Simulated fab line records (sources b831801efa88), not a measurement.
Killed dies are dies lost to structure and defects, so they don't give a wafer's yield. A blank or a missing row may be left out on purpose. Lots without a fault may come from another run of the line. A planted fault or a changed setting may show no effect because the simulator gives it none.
fab line records + flow sfq-line
[record]
- lots = 14
- wafers = 42
- last-day = 80
route steps=325 shown M0@41 I0@43 M1@62 I1@83
lots that met no fault: taken from a fault-free run of the same line
start-h: the number of hours between the record's first day and the start of the first shown wafer of the lot + wait-h: time in hours since the lot's previous step + " as in the row above + L1.1+2: several wafers, shown together as one row + - no value, or no start was given + * or withheld: withheld + < > ~ a bound
route shown NAME@n: a module of which the file shows steps, and the number in the route of the first + usual: mean/standard deviation of fault-free wafers + same: alike in all rows + chamber/n: place in a boat + sites: readings site by site + _std_site: their standard deviation + _edge_site: mean of outer sites minus mean of inner sites + radius-mm: how far each site lies from the wafer's centre + mask NAME#n: copy n + behind: tool/chamber where the wafer was last shaped + hold: why the lot went on hold/how many hours it stayed there/how the hold came to an end + device: names the non-switching transistor (n, p or np) + end of line: the tests these same wafers got at the end of their route + step lacking rows: just its recipe + killed: count of dies lost to structure and defects at first sort (not the wafer's yield) + map: dies across one wafer; x = killed, . = not, _ = none there
set.NAME: the setting that was run; set.NAME@STEP: the one run at that earlier step + model.NAME: the simulator's own value behind a step, which no gauge read
a sample of lots followed through the steps of the route, with each step as a table and each wafer as a row
services: from which hour (start-h, from the record's first day; less than 0 if before it) a tool's chamber was out of use, for how many hours, and why
[[steps]]
[step SFQ_TRILAYER_M0_STRIP_STRIP_025]
[recipe]
- gas = O2
- power-w = 200
- platen-temp-c = 40
- overash-fraction = 0.65
- chemistry = O2
- pressure-mtorr = 50
[usual]
- chamber-pressure-mTorr = 50.01/0.047
- drypump-motor-current-A = 5.9/0.58
- oes-product-au = 0.997/0.0082
| lot.wafer | tool         | chamber | start-h | wait-h | chamber-pressure-mTorr | drypump-motor-current-A | oes-product-au | rf-hours-counter-h |
|-----------|--------------|---------|---------|--------|------------------------|-------------------------|----------------|--------------------|
| L684.1    | rie-metal-03 | 1       | 239.15  | 0.2    | 50.00                  | 6.4                     | 0.988          | 213                |
| L684.4    | "            | 1       | "       | "      | 50.02                  | 6.5                     | 0.990          | -                  |
| L684.6    | "            | 1       | "       | "      | 49.97                  | 6.4                     | 0.994          | -                  |
| L685.1    | rie-metal-03 | 1       | 246.91  | 0.2    | 50.01                  | 6.4                     | 0.984          | 214                |
| L685.2    | "            | 1       | "       | "      | 49.94                  | 6.5                     | 0.979          | -                  |
| L685.4    | "            | 1       | "       | "      | 50.07                  | 6.4                     | 0.972          | -                  |
| L686.1    | rie-metal-04 | 0       | 252.72  | 0.1    | 50.07                  | 6.2                     | 1.005          | 120                |
| L686.3    | "            | 0       | "       | "      | 50.01                  | 6.2                     | 1.009          | -                  |
| L686.4    | "            | 1       | "       | "      | 50.04                  | 5.0                     | 1.002          | -                  |
| L689.2    | rie-metal-04 | 1       | 274.32  | 0.1    | 49.98                  | 5.0                     | 0.993          | 83                 |
| L689.3    | "            | 0       | "       | "      | 50.05                  | 6.2                     | 0.994          | -                  |
| L689.5    | "            | 0       | "       | "      | 50.00                  | 6.2                     | 1.005          | -                  |
| L690.3    | rie-metal-02 | 0       | 286.52  | 0.2    | 50.01                  | 4.8                     | 1.016          | -                  |
| L690.4    | "            | 1       | "       | "      | 50.02                  | 6.0                     | 0.999          | -                  |
| L690.6    | "            | 0       | "       | "      | 50.12                  | 4.8                     | 1.018          | -                  |
| L697.2    | rie-metal-04 | 1       | 339.17  | 0.1    | 49.96                  | 5.0                     | 0.997          | 93                 |
| L697.3    | "            | 1       | "       | "      | 49.91                  | 5.0                     | 1.001          | -                  |
| L697.4    | "            | 0       | "       | "      | 50.03                  | 6.2                     | 0.999          | -                  |
| L698.4    | rie-metal-03 | 1       | 346.70  | 0.2    | 50.01                  | 6.4                     | 0.984          | -                  |
| L698.5    | "            | 1       | "       | "      | 50.05                  | 6.4                     | 0.992          | -                  |
| L698.6    | "            | 0       | "       | "      | 50.11                  | 6.3                     | 0.998          | -                  |
| L699.1    | rie-metal-03 | 0       | 353.70  | 0.1    | 50.01                  | 6.3                     | 0.994          | 14                 |
| L699.4    | "            | 1       | "       | "      | 50.01                  | 6.5                     | 0.991          | -                  |
| L699.6    | "            | 0       | "       | "      | 49.93                  | 6.3                     | 0.987          | -                  |
| L700.1    | rie-metal-04 | 1       | 363.30  | 0.1    | 50.00                  | 5.0                     | 0.999          | 95                 |
| L700.3    | "            | 1       | "       | "      | 50.02                  | 5.0                     | 0.995          | -                  |
| L700.5    | "            | 0       | "       | "      | 50.04                  | 6.2                     | 0.994          | -                  |
| L701.2    | rie-metal-04 | 1       | 369.30  | 0.1    | 50.01                  | 5.0                     | 1.000          | 97                 |
| L701.4    | "            | 1       | "       | "      | 49.96                  | 5.0                     | 0.998          | -                  |
| L701.6    | "            | 1       | "       | "      | 49.98                  | 5.1                     | 0.987          | -                  |
| L702.2    | rie-metal-04 | 1       | 373.47  | 0.1    | 50.05                  | 5.1                     | 1.011          | 97                 |
| L702.3    | "            | 1       | "       | "      | 50.03                  | 5.1                     | 0.997          | -                  |
| L702.4    | "            | 0       | "       | "      | 50.08                  | 6.2                     | 1.004          | -                  |
| L703.2    | rie-metal-03 | 1       | 386.61  | 0.1    | 49.96                  | 6.5                     | 1.010          | 11                 |
| L703.3    | "            | 1       | "       | "      | 50.08                  | 6.5                     | 1.002          | -                  |
| L703.5    | "            | 1       | "       | "      | 49.96                  | 6.4                     | 0.999          | -                  |
| L705.2    | rie-metal-02 | 1       | 410.71  | 0.4    | 50.11                  | 6.0                     | 0.996          | -                  |
| L705.3    | "            | 1       | "       | "      | 50.03                  | 6.0                     | 1.004          | -                  |
| L705.6    | "            | 1       | "       | "      | 49.99                  | 6.0                     | 1.003          | -                  |
| L706.1    | rie-metal-03 | 1       | 424.72  | 0.1    | 50.06                  | 6.4                     | 0.996          | 16                 |
| L706.3    | "            | 0       | "       | "      | 50.00                  | 6.3                     | 0.996          | -                  |
| L706.5    | "            | 1       | "       | "      | 50.00                  | 6.4                     | 1.002          | -                  |
[step SFQ_TRILAYER_I0_DEP_PECVD_027]
[recipe]
- material = SiO2
- temp-c = 150
- time-s = 111.11
- pressure-torr = 2.4
- rf-w = 183.3
- precursor = SiH4/N2O
- target-thk-nm = 500
[usual]
- heater-power-w = 85/18
- throttle-valve-pct = 24.4/0.79
| lot.wafer | tool     | chamber | start-h | wait-h | heater-power-w | throttle-valve-pct |
|-----------|----------|---------|---------|--------|----------------|--------------------|
| L684.1    | pecvd-04 | 0       | 240.70  | 0.0    | 58             | 24.2               |
| L684.4    | "        | 0       | "       | "      | 58             | 24.7               |
| L684.6    | "        | 1       | "       | "      | 133            | 23.8               |
| L685.1    | pecvd-02 | 0       | 248.28  | 0.0    | 93             | 24.9               |
| L685.2    | "        | 2       | "       | "      | 86             | 23.6               |
| L685.4    | "        | 2       | "       | "      | 88             | 23.5               |
| L686.1    | pecvd-02 | 1       | 253.50  | 0.0    | 95             | 25.3               |
| L686.3    | "        | 0       | "       | "      | 93             | 24.9               |
| L686.4    | "        | 0       | "       | "      | 93             | 24.9               |
| L689.2    | pecvd-02 | 0       | 275.10  | 0.0    | 87             | 25.2               |
| L689.3    | "        | 2       | "       | "      | 80             | 23.6               |
| L689.5    | "        | 2       | "       | "      | 83             | 23.8               |
| L690.3    | pecvd-02 | 0       | 287.10  | 0.0    | 93             | 25.2               |
| L690.4    | "        | 2       | "       | "      | 86             | 23.6               |
| L690.6    | "        | 0       | "       | "      | 75             | 25.0               |
| L697.2    | pecvd-02 | 2       | 339.95  | 0.0    | 76             | 23.7               |
| L697.3    | "        | 0       | "       | "      | 89             | 24.7               |
| L697.4    | "        | 2       | "       | "      | 79             | 24.0               |
| L698.4    | pecvd-02 | 2       | 347.31  | 0.0    | 76             | 23.8               |
| L698.5    | "        | 0       | "       | "      | 87             | 24.8               |
| L698.6    | "        | 2       | "       | "      | 80             | 23.8               |
| L699.1    | pecvd-04 | 2       | 354.47  | 0.0    | 109            | 23.5               |
| L699.4    | "        | 0       | "       | "      | 48             | 24.6               |
| L699.6    | "        | 1       | "       | "      | 120            | 23.8               |
| L700.1    | pecvd-03 | 1       | 364.07  | 0.0    | 92             | 24.4               |
| L700.3    | "        | 0       | "       | "      | 61             | 23.3               |
| L700.5    | "        | 0       | "       | "      | 62             | 23.0               |
| L701.2    | pecvd-02 | 1       | 370.07  | 0.0    | 95             | 25.2               |
| L701.4    | "        | 2       | "       | "      | 85             | 23.9               |
| L701.6    | "        | 1       | "       | "      | 80             | 25.3               |
| L702.2    | pecvd-03 | 2       | 374.25  | 0.0    | 72             | 25.9               |
| L702.3    | "        | 1       | "       | "      | 86             | 24.2               |
| L702.4    | "        | 1       | "       | "      | 88             | 24.3               |
| L703.2    | pecvd-04 | 1       | 387.40  | 0.0    | 129            | 24.2               |
| L703.3    | "        | 0       | "       | "      | 55             | 24.5               |
| L703.5    | "        | 0       | "       | "      | 57             | 24.3               |
| L705.2    | pecvd-02 | 2       | 411.88  | 0.0    | 76             | 23.7               |
| L705.3    | "        | 1       | "       | "      | 82             | 25.3               |
| L705.6    | "        | 1       | "       | "      | 85             | 25.5               |
| L706.1    | pecvd-02 | 1       | 425.51  | 0.0    | 94             | 25.1               |
| L706.3    | "        | 0       | "       | "      | 78             | 24.9               |
| L706.5    | "        | 1       | "       | "      | 79             | 25.5               |
[step SFQ_TRILAYER_M1_LITHO_COAT_044]
[recipe]
- resist = BARC
- spin-rpm = 3000
- resist-thk-nm = 62
[usual]
- spin-speed-rpm = 2999.3/2.3
| lot.wafer | tool           | chamber | start-h | wait-h | spin-speed-rpm |
|-----------|----------------|---------|---------|--------|----------------|
| L684.1    | litho-track-03 | 0       | 358.34  | 0.1    | 3001.7         |
| L684.4    | "              | 0       | "       | "      | 2997.8         |
| L684.6    | "              | 0       | "       | "      | 3001.3         |
| L685.1    | litho-track-04 | 0       | 361.94  | 0.1    | 3001.7         |
| L685.2    | "              | 0       | "       | "      | 2997.4         |
| L685.4    | "              | 0       | "       | "      | 2998.2         |
| L686.1    | litho-track-04 | 0       | 369.74  | 0.1    | 2995.7         |
| L686.3    | "              | 0       | "       | "      | 3001.8         |
| L686.4    | "              | 0       | "       | "      | 2998.4         |
| L689.2    | litho-track-04 | 0       | 413.82  | 0.1    | 2999.3         |
| L689.3    | "              | 0       | "       | "      | 2997.1         |
| L689.5    | "              | 0       | "       | "      | 2999.0         |
| L690.3    | litho-track-04 | 0       | 431.88  | 0.1    | 2998.7         |
| L690.4    | "              | 0       | "       | "      | 2997.2         |
| L690.6    | "              | 0       | "       | "      | 2998.3         |
| L697.2    | litho-track-04 | 0       | 493.07  | 0.1    | 2996.5         |
| L697.3    | "              | 0       | "       | "      | 2997.4         |
| L697.4    | "              | 0       | "       | "      | 2997.2         |
| L698.4    | litho-track-04 | 0       | 502.77  | 0.2    | 2997.1         |
| L698.5    | "              | 0       | "       | "      | 2996.1         |
| L698.6    | "              | 0       | "       | "      | 2997.2         |
| L699.1    | litho-track-04 | 0       | 507.42  | 0.1    | 2998.5         |
| L699.4    | "              | 0       | "       | "      | 3000.9         |
| L699.6    | "              | 0       | "       | "      | 2995.5         |
| L700.1    | litho-track-03 | 0       | 518.36  | 0.1    | 3001.2         |
| L700.3    | "              | 0       | "       | "      | 3000.4         |
| L700.5    | "              | 0       | "       | "      | 3000.3         |
| L701.2    | litho-track-03 | 0       | 524.59  | 0.1    | 3001.9         |
| L701.4    | "              | 0       | "       | "      | 3002.7         |
| L701.6    | "              | 0       | "       | "      | 2999.2         |
| L702.2    | litho-track-02 | 0       | 527.99  | 0.1    | 3003.3         |
| L702.3    | "              | 0       | "       | "      | 2999.7         |
| L702.4    | "              | 0       | "       | "      | 3001.2         |
| L703.2    | litho-track-04 | 0       | 537.77  | 0.1    | 2998.3         |
| L703.3    | "              | 0       | "       | "      | 2999.0         |
| L703.5    | "              | 0       | "       | "      | 2997.6         |
| L705.2    | litho-track-04 | 0       | 560.39  | 0.1    | 3000.4         |
| L705.3    | "              | 0       | "       | "      | 3001.3         |
| L705.6    | "              | 0       | "       | "      | 3000.7         |
| L706.1    | litho-track-02 | 0       | 572.94  | 0.1    | 2998.6         |
| L706.3    | "              | 0       | "       | "      | 2997.4         |
| L706.5    | "              | 0       | "       | "      | 3001.0         |
[step SFQ_TRILAYER_M1_BARC_OPEN_METAL_ETCH_054]
[recipe]
- mask-material = PR
- chemistry = O2
- target-depth-nm = 125
- target = BARC
- icp-w = 600
- bias-w = 80
- pressure-mtorr = 10
- time-s = 41.7
[usual]
- chamber-pressure-mTorr = 9.999/0.0089
- drypump-motor-current-A = 5.9/0.5
- oes-product-au = 0.684/0.0046
| lot.wafer | tool         | chamber | start-h | wait-h | chamber-pressure-mTorr | drypump-motor-current-A | oes-product-au | rf-hours-counter-h |
|-----------|--------------|---------|---------|--------|------------------------|-------------------------|----------------|--------------------|
| L684.1    | rie-metal-01 | 0       | 360.63  | 0.0    | 9.998                  | 5.8                     | 0.681          | 125                |
| L684.4    | "            | 0       | "       | "      | 9.996                  | 5.8                     | 0.678          | -                  |
| L684.6    | "            | 0       | "       | "      | 9.995                  | 5.9                     | 0.696          | -                  |
| L685.1    | rie-metal-01 | 0       | 365.36  | 0.0    | 10.003                 | 5.9                     | 0.691          | 126                |
| L685.2    | "            | 0       | "       | "      | 9.986                  | 5.9                     | 0.693          | -                  |
| L685.4    | "            | 0       | "       | "      | 10.001                 | 5.8                     | 0.690          | -                  |
| L686.1    | rie-metal-01 | 0       | 372.03  | 0.0    | 9.993                  | 5.8                     | 0.683          | 129                |
| L686.3    | "            | 0       | "       | "      | 9.999                  | 5.8                     | 0.684          | -                  |
| L686.4    | "            | 0       | "       | "      | 10.001                 | 5.9                     | 0.681          | -                  |
| L689.2    | rie-metal-03 | 0       | 416.05  | 0.0    | 10.013                 | 6.3                     | 0.693          | 24                 |
| L689.3    | "            | 1       | "       | "      | 9.996                  | 6.4                     | 0.685          | -                  |
| L689.5    | "            | 0       | "       | "      | 10.003                 | 6.3                     | 0.701          | -                  |
| L690.3    | rie-metal-03 | 0       | 434.09  | 0.0    | 9.998                  | 6.3                     | 0.692          | -                  |
| L690.4    | "            | 1       | "       | "      | 10.001                 | 6.4                     | 0.690          | -                  |
| L690.6    | "            | 1       | "       | "      | 9.985                  | 6.5                     | 0.701          | -                  |
| L697.2    | rie-metal-03 | 1       | 625.44  | 0.0    | 10.003                 | 6.5                     | 0.681          | 51                 |
| L697.3    | "            | 0       | "       | "      | 9.984                  | 6.3                     | 0.674          | -                  |
| L697.4    | "            | 1       | "       | "      | 10.008                 | 6.5                     | 0.684          | -                  |
| L698.4    | rie-metal-01 | 0       | 637.46  | 0.0    | 10.005                 | 5.8                     | 0.685          | -                  |
| L698.5    | "            | 0       | "       | "      | 10.005                 | 5.9                     | 0.681          | -                  |
| L698.6    | "            | 1       | "       | "      | 10.009                 | 6.1                     | 0.683          | -                  |
| L699.1    | rie-metal-02 | 0       | 645.97  | 0.0    | 9.999                  | 4.9                     | 0.689          | 52                 |
| L699.4    | "            | 1       | "       | "      | 10.010                 | 6.0                     | 0.682          | -                  |
| L699.6    | "            | 0       | "       | "      | 9.994                  | 4.8                     | 0.668          | -                  |
| L700.1    | rie-metal-03 | 1       | 657.97  | 0.0    | 9.982                  | 6.5                     | 0.689          | 54                 |
| L700.3    | "            | 1       | "       | "      | 9.990                  | 6.4                     | 0.693          | -                  |
| L700.5    | "            | 1       | "       | "      | 10.004                 | 6.5                     | 0.684          | -                  |
| L701.2    | rie-metal-01 | 1       | 663.97  | 0.0    | 9.999                  | 6.1                     | 0.683          | 42                 |
| L701.4    | "            | 0       | "       | "      | 9.980                  | 5.8                     | 0.682          | -                  |
| L701.6    | "            | 1       | "       | "      | 9.990                  | 6.0                     | 0.686          | -                  |
| L702.2    | rie-metal-03 | 0       | 666.37  | 0.0    | 9.980                  | 6.3                     | 0.682          | 64                 |
| L702.3    | "            | 0       | "       | "      | 9.988                  | 6.3                     | 0.689          | -                  |
| L702.4    | "            | 1       | "       | "      | 9.989                  | 6.4                     | 0.682          | -                  |
| L703.2    | rie-metal-02 | 0       | 673.57  | 0.0    | 10.013                 | 4.9                     | 0.689          | 55                 |
| L703.3    | "            | 0       | "       | "      | 9.999                  | 4.8                     | 0.691          | -                  |
| L703.5    | "            | 1       | "       | "      | 9.999                  | 6.0                     | 0.686          | -                  |
| L705.2    | rie-metal-01 | 1       | 700.55  | 0.0    | 10.014                 | 6.0                     | 0.683          | 47                 |
| L705.3    | "            | 0       | "       | "      | 10.003                 | 5.8                     | 0.691          | -                  |
| L705.6    | "            | 0       | "       | "      | 9.991                  | 5.8                     | 0.687          | -                  |
| L706.1    | rie-metal-01 | 1       | 710.15  | 0.0    | 9.984                  | 6.0                     | 0.693          | 48                 |
| L706.3    | "            | 0       | "       | "      | 10.008                 | 5.9                     | 0.683          | -                  |
| L706.5    | "            | 0       | "       | "      | 9.988                  | 5.9                     | 0.681          | -                  |
[step SFQ_I1_OVL_MEAS_913]
[usual]
- I1_OVL = -1/4.5
| lot.wafer | tool       | chamber | start-h | wait-h | I1_OVL[nm] |
|-----------|------------|---------|---------|--------|------------|
| L684.1    | overlay-01 | -       | 369.01  | 0.1    | 0          |
| L684.4    | "          | -       | "       | "      | 1          |
| L684.6    | "          | -       | "       | "      | 1          |
| L685.1    | overlay-01 | -       | 521.88  | 0.1    | -5         |
| L685.2    | "          | -       | "       | "      | -7         |
| L685.4    | "          | -       | "       | "      | -8         |
| L686.1    | overlay-02 | -       | 525.48  | 0.1    | 1          |
| L686.3    | "          | -       | "       | "      | 8          |
| L686.4    | "          | -       | "       | "      | 6          |
| L689.2    | overlay-02 | -       | 563.88  | 0.1    | 6          |
| L689.3    | "          | -       | "       | "      | 1          |
| L689.5    | "          | -       | "       | "      | -1         |
| L690.3    | overlay-02 | -       | 579.49  | 0.1    | 5          |
| L690.4    | "          | -       | "       | "      | 4          |
| L690.6    | "          | -       | "       | "      | 4          |
| L697.2    | overlay-01 | -       | 633.58  | 0.1    | -8         |
| L697.3    | "          | -       | "       | "      | -6         |
| L697.4    | "          | -       | "       | "      | -5         |
| L698.4    | overlay-01 | -       | 797.75  | 0.1    | -4         |
| L698.5    | "          | -       | "       | "      | -5         |
| L698.6    | "          | -       | "       | "      | -2         |
| L699.1    | overlay-02 | -       | 806.13  | 0.1    | -4         |
| L699.4    | "          | -       | "       | "      | 3          |
| L699.6    | "          | -       | "       | "      | -7         |
| L700.1    | overlay-02 | -       | 822.85  | 0.1    | -6         |
| L700.3    | "          | -       | "       | "      | -1         |
| L700.5    | "          | -       | "       | "      | 5          |
| L701.2    | overlay-02 | -       | 827.66  | 0.1    | -4         |
| L701.4    | "          | -       | "       | "      | -3         |
| L701.6    | "          | -       | "       | "      | -5         |
| L702.2    | overlay-01 | -       | 831.26  | 0.1    | -3         |
| L702.3    | "          | -       | "       | "      | 1          |
| L702.4    | "          | -       | "       | "      | -2         |
| L703.2    | overlay-01 | -       | 837.38  | 0.1    | -9         |
| L703.3    | "          | -       | "       | "      | -9         |
| L703.5    | "          | -       | "       | "      | -5         |
| L705.2    | overlay-01 | -       | 864.98  | 0.1    | 3          |
| L705.3    | "          | -       | "       | "      | -1         |
| L705.6    | "          | -       | "       | "      | -1         |
| L706.1    | overlay-01 | -       | 874.58  | 0.1    | -3         |
| L706.3    | "          | -       | "       | "      | -4         |
| L706.5    | "          | -       | "       | "      | -3         |
[[services]]
| tool         | chamber | start-h | hours | kind   |
|--------------|---------|---------|-------|--------|
| rie-metal-01 | 1       | 216.92  | 7.1   | repair |
| rie-metal-02 | -       | 227.32  | 28.1  | pm     |
| rie-metal-01 | -       | 235.00  | 0.5   | repair |
| pecvd-02     | -       | 249.34  | 0.8   | repair |
| pecvd-02     | -       | 265.08  | 6.0   | pm     |
| rie-metal-03 | 0       | 273.31  | 14.8  | repair |
| rie-metal-04 | -       | 275.47  | 2.8   | pm     |
| pecvd-02     | -       | 281.38  | 1.1   | repair |
| rie-metal-03 | 1       | 282.83  | 11.1  | repair |
| pecvd-02     | 2       | 319.82  | 17.9  | repair |
| pecvd-02     | 1       | 339.44  | 18.3  | repair |
| rie-metal-02 | -       | 359.72  | 14.6  | pm     |
| pecvd-02     | -       | 374.62  | 1.0   | repair |
| rie-metal-01 | 0       | 390.42  | 6.4   | repair |
| rie-metal-01 | -       | 392.58  | 1.4   | pm     |
| rie-metal-02 | 0       | 406.78  | 27.8  | repair |
| pecvd-02     | -       | 443.95  | 0.8   | repair |
| rie-metal-03 | -       | 524.13  | 0.1   | repair |
| pecvd-02     | -       | 563.75  | 14.0  | pm     |
| rie-metal-03 | -       | 571.23  | 2.8   | pm     |
| rie-metal-01 | 1       | 577.41  | 1.2   | repair |
| rie-metal-04 | -       | 589.99  | 1.6   | repair |
| pecvd-02     | -       | 594.51  | 2.8   | pm     |
| rie-metal-04 | 0       | 630.02  | 3.7   | repair |
[[key]]
[first-sign]
- step = SFQ_TRILAYER_M1_BARC_OPEN_METAL_ETCH_054
- reading = oes-product-au
- direction = up
- sigmas = 3.6
- usual = 0.684
- struck = 0.701
effect none on later readings
met-at SFQ_TRILAYER_M1_LITHO_COAT_044
struck-lots L689,L690
struck-wafers L689.5,L690.6
not-acting-at SFQ_TRILAYER_M0_STRIP_STRIP_025,SFQ_TRILAYER_I0_DEP_PECVD_027,SFQ_I1_OVL_MEAS_913
onset-between 369.74 413.82
[fault]
- kind = process-parameter-drift
- tool = litho-track-04
- chamber = -
- onset-h = 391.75
- steps = SFQ_TRILAYER_M1_LITHO_COAT_044
- channel = resist-thk-nm
- offset = 2.5271
- shape = step
- end-h = 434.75
- scope = struck-wafers-only
- acts-in = these-recipes-only
- stated = 62
